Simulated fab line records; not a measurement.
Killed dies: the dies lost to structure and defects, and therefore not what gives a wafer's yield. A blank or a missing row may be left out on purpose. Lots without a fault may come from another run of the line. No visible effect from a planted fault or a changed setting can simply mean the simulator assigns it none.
A lot that was struck, set against a sound lot :: flow sky130 :: 15 out of 708 route steps
Sound: the wafers L776.1, L776.2, L776.6. Struck: wafers L788.1, L788.3, L788.6. The cause comes at the end.
Order at every step that has rows: each side's tool, ch and its chambers, its first start. Under that, the readings that differ: sound wafers :: struck wafers :: difference of the means :: sigmas: that difference in standard deviations of wafers without a fault.
alike: readings whose means differ by less than 2 such deviations, and words and numbers that are the same on both sides. not compared: withheld readings, readings that some wafer has no value for, bounds like >300 that may hide the same value, and numbers for which the record gives no deviation and whose values overlap.
The two part at a step that has a row with sigmas, a row that says differs or no value, or rows on one side only. When numbers do not overlap yet have no deviation, they are printed without sigmas and do not part them. A reading that every wafer of one side lacks parts them only if that side has two wafers or more.

first, 3 steps without rows for these wafers: SKY_SONOS_ONO_WET_ETCH_18 (etches Si3N4 in H3PO4, target depth 15 nm, time 172 s); SKY_GATE_OXIDE_CLEAN_00 (cleans in SC1/SC2, time 150 s); SKY_GATE_OXIDE_OXIDATION_01 (stabilise 600 s, purge 300 s, target thk 10.268 nm).
SKY_GATE_OXIDE_THK_MEAS_02:
  sound: film-metro-03 at day 13 06:16; struck: film-metro-03 at day 17 09:58
reading: GATE_OXIDE_OXIDATION_00_THK (nm)
sound: 10.08 10.22 10.37
struck: 10.64 10.83 10.74
difference: +0.51
sigmas: +3
then, 7 steps without rows for these wafers: SKY_GATE_OXIDE_DEHYDRATE_03 (time 60 s); SKY_GATE_OXIDE_HMDS_04 (prime time 60 s); SKY_GATE_OXIDE_COAT_05 (resist thk 1140 nm); SKY_GATE_OXIDE_SOFTBAKE_06 (time 60 s); SKY_GATE_OXIDE_EXPOSE_07 (exposes mask LVOM, target cd 600 nm); SKY_GATE_OXIDE_PEB_08; SKY_GATE_OXIDE_DEVELOP_09 (develop time 60 s).
SKY_GATE_OXIDE_OVL_MEAS_10:
  sound: overlay-02 at day 14 08:46; struck: overlay-01 at day 18 15:40
  alike: GATE_OXIDE_OVL
SKY_GATE_OXIDE_IMPLANT_11:
  sound on implanter-04 ch 0, day 14 08:48; struck on implanter-04 ch 0, day 18 15:43
reading: beam-energy-keV
sound: 10.001 9.9975 9.9960
struck: 10.913 10.914 10.915
difference: +0.916
sigmas: +99 or more

reading: model.implant.rp-nm (nm)
sound: 31.37 31.37 31.37
struck: 36.49 36.49 36.49
difference: +5.12
sigmas: 

reading: model.implant.drp-nm (nm)
sound: 17.11 17.11 17.11
struck: 18.2 18.2 18.2
difference: +1.1
sigmas: 
  alike: beam-on-s, dose-ions-cm2
then, 1 step without rows for these wafers: SKY_GATE_OXIDE_WET_ETCH_12 (etches SiO2 in dHF, target depth 16.8 nm, time 336 s).
-- the record jumps here: 31 days lie between the struck wafers' starts before and after (it left off in module GATE_OXIDE and takes up again in module PAD_OPEN, whose first step shown is number 708 of the route) --
SKY_PAD_OPEN_PROBE_99:
  sound: prober-01 at day 46 12:54; struck: prober-02 at day 49 03:48
reading: model.etest.pfet_01v8_lvt.off-log10-a-um
sound: -8.967 -9.009 -9.114
struck: -8.339 -8.079 -8.293
difference: +0.793
sigmas: 

reading: model.etest.pfet_01v8_lvt.vt-sat-v (V)
sound: -0.4405 -0.4401 -0.4447
struck: -0.4188 -0.4027 -0.4062
difference: +0.0325
sigmas: 

reading: model.etest.pfet_01v8_lvt.vt-v (V)
sound: -0.5275 -0.526 -0.5299
struck: -0.5156 -0.5018 -0.5073
difference: +0.0196
sigmas: 

reading: model.etest.pfet_01v8_lvt.vt-long-v (V)
sound: -0.6421 -0.6416 -0.6449
struck: -0.6353 -0.6275 -0.6283
difference: +0.0125
sigmas: 
  alike: killed_at_M0_to_M3, killed_at_M4_up, killed-at-contacts, killed-at-front-end, killed-at-other, killed-dies, killed-open, killed-short

WHERE THEY PART
Earliest at SKY_GATE_OXIDE_THK_MEAS_02; latest, in this record, at SKY_GATE_OXIDE_IMPLANT_11. Later steps at which nothing parts them and some readings are alike: SKY_PAD_OPEN_PROBE_99.

WHY: whatever the simulator had introduced
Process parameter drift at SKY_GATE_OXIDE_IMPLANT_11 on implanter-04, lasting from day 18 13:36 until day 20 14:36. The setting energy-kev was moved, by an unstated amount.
